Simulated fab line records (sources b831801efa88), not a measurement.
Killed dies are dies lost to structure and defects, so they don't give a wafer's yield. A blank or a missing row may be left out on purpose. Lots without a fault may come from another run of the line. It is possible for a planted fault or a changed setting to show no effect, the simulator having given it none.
What tool caused it? -- flow sky130 -- Sampling: 12 lots, 36 wafers, 5 of 708 route steps

## WHAT THE GAUGES SHOWED, per wafer
SKY_LDD_HVN_TW_MEAS_10.
lot,measured,on,LDD_HVN_TW
L177,day 20 15:25,filmMetro-01,1421 1426 1424
L179,day 20 19:15,filmMetro-02,1436 1437 1433
L180,day 21 17:29,filmMetro-03,1433 1436 1441
L181,day 22 02:35,filmMetro-02,1437 1431 1435
L184,day 22 18:47,filmMetro-03,1287 1279 1286
L186,day 23 17:56,filmMetro-03,1283 1285 1285
L189,day 24 13:00,filmMetro-02,1426 1436 1432
L192,day 25 15:41,filmMetro-03,1435 1431 1437
L196,day 27 02:19,filmMetro-03,1451 1440 1438
L197,day 27 08:53,filmMetro-02,1441 1445 1435
L198,day 27 19:22,filmMetro-01,1420 1425 1415
L199,day 28 03:19,filmMetro-01,1416 1416 1408

SKY_LDD_HVP_OVL_MEAS_07.
lot,measured,on,LDD_HVP_OVL (nm)
L177,day 21 21:49,overlay-02,1.5 -2.9 1.9
L179,day 22 02:08,overlay-02,1.4 1.0 0.4
L180,day 22 23:50,overlay-02,1.5 0.8 1.1
L181,day 23 08:32,overlay-01,-0.2 0.8 2.8
L184,day 24 00:12,overlay-02,0.4 0.7 1.1
L186,day 24 23:38,overlay-02,2.2 2.1 1.9
L189,day 25 18:11,overlay-02,-1.1 -0.4 0.1
L192,day 26 21:12,overlay-02,2.1 0.5 1.8
L196,day 28 06:56,overlay-02,0.4 1.7 1.3
L197,day 28 12:01,overlay-02,-0.5 1.6 1.6
L198,day 28 23:40,overlay-02,4.1 2.1 3.9
L199,day 29 07:01,overlay-02,2.2 1.6 2.3

## WHICH TOOL RAN EACH LOT (tool, then ch and the chambers of the sampled wafers, then the start)
lot,SKY_NWELL_RTA_28,SKY_VT_ADJUST_NCORE_STRIP_10,SKY_LDD_HVN_IMPLANT_08
L177,"rtpAnneal-02 ch 0, day 5 06:29","plasmaAsher-01 ch 0,1, day 8 11:20","implanter-02 ch 0, day 20 15:10"
L179,"rtpAnneal-01 ch 0, day 5 18:53","plasmaAsher-04 ch 0,1, day 9 04:29","implanter-03 ch 0, day 20 19:01"
L180,"rtpAnneal-01 ch 0, day 6 02:20","plasmaAsher-04 ch 0,1, day 9 11:09","implanter-01 ch 0, day 21 17:14"
L181,"rtpAnneal-02 ch 0, day 6 09:11","plasmaAsher-03 ch 0,1, day 9 17:35","implanter-03 ch 0, day 22 02:23"
L184,"rtpAnneal-01 ch 0, day 7 00:46","plasmaAsher-01 ch 0,1, day 10 13:50","implanter-02 ch 0, day 22 18:32"
L186,"rtpAnneal-01 ch 0, day 7 16:03","plasmaAsher-03 ch 0,1, day 11 06:29","implanter-02 ch 0, day 23 17:43"
L189,"rtpAnneal-01 ch 0, day 8 06:20","plasmaAsher-04 ch 0,1, day 11 23:38","implanter-01 ch 0, day 24 12:47"
L192,"rtpAnneal-02 ch 0, day 9 02:20","plasmaAsher-04 ch 0,1, day 12 21:54","implanter-03 ch 0, day 25 15:26"
L196,"rtpAnneal-02 ch 0, day 10 03:59","plasmaAsher-03 ch 0,1, day 14 01:39","implanter-02 ch 0, day 27 02:05"
L197,"rtpAnneal-02 ch 0, day 10 09:12","plasmaAsher-01 ch 0,1, day 14 09:04","implanter-02 ch 0, day 27 08:41"
L198,"rtpAnneal-02 ch 0, day 10 16:55","plasmaAsher-04 ch 0,1, day 14 15:13","implanter-01 ch 0, day 27 19:07"
L199,"rtpAnneal-01 ch 0, day 10 23:23","plasmaAsher-03 ch 0,1, day 15 00:25","implanter-01 ch 0, day 28 03:04"
- SKY_NWELL_RTA_28: time 30 s.
- SKY_VT_ADJUST_NCORE_STRIP_10: strips in O2/N2.
- SKY_LDD_HVN_IMPLANT_08

## WHAT THE TOOLS THEMSELVES READ (means of the sampled wafers that have a number; where no wafer has one, the mark that the record gives instead)
SKY_NWELL_RTA_28.
lot,tool,chamberO2Ppm,lampPowerPct (%),wafer_temp_C_max
L177,rtpAnneal-02,2.001,25.28,1055.9
L179,rtpAnneal-01,2.001,25.34,1055.7
L180,rtpAnneal-01,2.006,25.29,1054.5
L181,rtpAnneal-02,2.009,25.29,1055.3
L184,rtpAnneal-01,2.012,25.30,1054.1
L186,rtpAnneal-01,2.014,25.32,1055.1
L189,rtpAnneal-01,2.007,25.33,1055.5
L192,rtpAnneal-02,2.000,25.29,1054.2
L196,rtpAnneal-02,2.005,25.28,1054.6
L197,rtpAnneal-02,2.010,25.27,1054.2
L198,rtpAnneal-02,2.010,25.30,1055.8
L199,rtpAnneal-01,1.983,25.27,1055.7

SKY_VT_ADJUST_NCORE_STRIP_10.
lot,tool,drypumpMotorCurrentA (A),oesProductAu (a.u.),stripTimeToEndpointS (s)
L177,plasmaAsher-01,5.7,0.718,14.15
L179,plasmaAsher-04,6.2,0.718,14.20
L180,plasmaAsher-04,6.2,0.722,14.17
L181,plasmaAsher-03,6.3,0.716,14.21
L184,plasmaAsher-01,5.4,0.714,14.19
L186,plasmaAsher-03,6.2,0.717,14.21
L189,plasmaAsher-04,6.2,0.716,14.15
L192,plasmaAsher-04,6.0,0.718,14.19
L196,plasmaAsher-03,6.2,0.717,14.20
L197,plasmaAsher-01,5.7,0.716,14.11
L198,plasmaAsher-04,6.2,0.720,14.14
L199,plasmaAsher-03,6.4,0.721,14.19

SKY_LDD_HVN_IMPLANT_08.
lot,tool,tiltDeg (degrees)
L177,implanter-02,39.978
L179,implanter-03,40.002
L180,implanter-01,39.997
L181,implanter-03,40.010
L184,implanter-02,0.006
L186,implanter-02,0.028
L189,implanter-01,39.995
L192,implanter-03,39.988
L196,implanter-02,40.028
L197,implanter-02,39.996
L198,implanter-01,39.976
L199,implanter-01,40.011

## THE ANSWER, worked out from the rows above alone
Rule: the usual values come from the lots themselves. The widest of any qualifying gaps counts: lots, ordered by their means at a reading, are off when they make up no more than a third of the lots, leave a main group of 4 or more, and stand apart from it by 3 or more times the standard deviation of that group's means. If all means in a main group match to the digits the tables above print for the reading, that group is not used. A lot without any number at a reading at which 4 lots or more have one is off too. Any other lot the step has rows for is counted as sound. The gauges are gone through in route order, then the tools' own readings, and for those a lot's mean is taken as printed above. The first step at which some lot is off is used, and at that step the reading that is off furthest; a lot without a number counts as furthest.
Off: L184, L186, at SKY_LDD_HVN_TW_MEAS_10 (LDD_HVN_TW). Mean 1431 and standard deviation 8.9 in the main group.
A tool fits if, at a process step before that reading, it ran every lot that is off, and no sound lot after the first of them. Not tried: the gauges at SKY_LDD_HVN_TW_MEAS_10; whatever is off there is also off at SKY_LDD_HVN_IMPLANT_08, on other tools, and gauge error can't account for it. No candidate that was tried fits.

## WHAT HAD BEEN PUT IN BY THE SIMULATOR
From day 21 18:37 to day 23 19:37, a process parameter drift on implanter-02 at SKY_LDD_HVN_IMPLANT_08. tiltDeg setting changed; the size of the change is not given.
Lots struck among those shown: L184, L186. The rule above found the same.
